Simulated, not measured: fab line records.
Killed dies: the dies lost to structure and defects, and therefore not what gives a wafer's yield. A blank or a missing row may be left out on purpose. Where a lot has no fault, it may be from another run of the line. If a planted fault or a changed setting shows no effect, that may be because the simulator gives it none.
Comparing a struck lot with a sound one    flow sky130    26 out of 708 route steps
Sound: wafers L225.4, L225.5, L225.6. Wafers struck: L228.3, L228.4, L228.6. The cause is named last.
For every step that has rows: the tool of each side, followed by ch and its chambers, followed by its first start. Under that, the readings that differ: sound wafers    struck wafers    difference of the means    sigmas: that difference in standard deviations of wafers without a fault.
alike: a reading whose means differ by less than 2 such deviations, as well as words and numbers matching on both sides. not compared: withheld readings; readings where some wafer has no value; bounds like >300 that might hide an equal value; numbers whose values overlap and for which the record gives no deviation.
A row with sigmas, a row that says differs or no value, or rows on one side alone: a step with any of these is where the two part. Non-overlapping numbers with no deviation appear without sigmas and do not part them. A reading missing from all wafers of one side parts the sides only when that side holds two or more wafers.

SKY_PWDE_TW_MEAS_10:
  struck on film-metro-04, day 4 16:49; sound on film-metro-03, day 4 00:49
  alike: PWDE_TW
then, 7 steps without rows for these wafers: SKY_NWELL_DEHYDRATE_03 (time 60 s); SKY_NWELL_HMDS_04 (prime time 60 s); SKY_NWELL_COAT_05 (resist thk 3000 nm); SKY_NWELL_SOFTBAKE_06; SKY_NWELL_EXPOSE_07 (exposes mask NWM, target cd 840 nm); SKY_NWELL_PEB_08; SKY_NWELL_DEVELOP_09 (develop time 60 s).
SKY_NWELL_OVL_MEAS_10:
  struck on overlay-02, day 5 10:46; sound on overlay-02, day 4 18:25
  alike: NWELL_00_OVL
then, 3 steps without rows for these wafers: SKY_NWELL_IMPLANT_11; SKY_NWELL_IMPLANT_12; SKY_NWELL_IMPLANT_13.
SKY_NWELL_STRIP_14: strips in O2/N2.
  sound on plasma-asher-02 ch 0,1, day 4 18:55; struck on plasma-asher-02 ch 0,1, day 5 11:16
  no value came back on the struck wafers for chamber-pressure-mTorr (mTorr), drypump-motor-current-A (A), oes-product-au (a.u.), strip-time-to-endpoint-s (s); on the sound wafers chamber-pressure-mTorr (mTorr) reads 1498.1 1498.1 1498.8
reading                                  sound  struck          difference  sigmas
model.coat_of_NWELL_COAT_05.thk-nm (nm)  0 0 0  2997 2989 2989  +2992       
  not compared: rf-hours-counter-h
SKY_NWELL_TW_MEAS_15:
  struck on film-metro-02, day 5 11:22; sound on film-metro-03, day 4 19:01
  alike: NWELL_TW
then, 7 steps without rows for these wafers: SKY_NWELL_DEHYDRATE_16 (time 60 s); SKY_NWELL_HMDS_17 (prime time 60 s); SKY_NWELL_COAT_18 (resist thk 3000 nm); SKY_NWELL_SOFTBAKE_19; SKY_NWELL_EXPOSE_20 (exposes mask NWM COMPLEMENT, target cd 840 nm); SKY_NWELL_PEB_21; SKY_NWELL_DEVELOP_22 (develop time 60 s).
SKY_NWELL_OVL_MEAS_23:
  struck on overlay-02, day 6 06:24; sound on overlay-02, day 5 12:25
  alike: NWELL_01_OVL
following that, these wafers have no rows for 1 step: SKY_NWELL_IMPLANT_24.
SKY_NWELL_STRIP_25: strips in O2/N2.
  sound on plasma-asher-04 ch 0,1, day 5 12:37; struck on plasma-asher-04 ch 0,1, day 6 06:37
reading                       sound              struck             difference  sigmas
oes-product-au (a.u.)         0.720 0.712 0.724  0.737 0.731 0.738  +0.017      +4
strip-time-to-endpoint-s (s)  36.94 36.81 36.80  81.28 80.95 81.06  +44.25      +99 or more
  alike: chamber-pressure-mTorr, drypump-motor-current-A
  not compared: rf-hours-counter-h
SKY_NWELL_TW_MEAS_26:
  struck on film-metro-04, day 6 06:41; sound on film-metro-03, day 5 12:43
reading     sound              struck          difference  sigmas
NWELL_2_TW  499.6 500.0 500.2  30.1 30.1 30.1  -469.8      -99 or more
then, 1 step without rows for these wafers: SKY_NWELL_CLEAN_27 (cleans in SC1/SC2, time 150 s).

WHERE THEY PART
First at SKY_NWELL_STRIP_14; last, within this record, at SKY_NWELL_TW_MEAS_26.

WHY: the cause the simulator had injected
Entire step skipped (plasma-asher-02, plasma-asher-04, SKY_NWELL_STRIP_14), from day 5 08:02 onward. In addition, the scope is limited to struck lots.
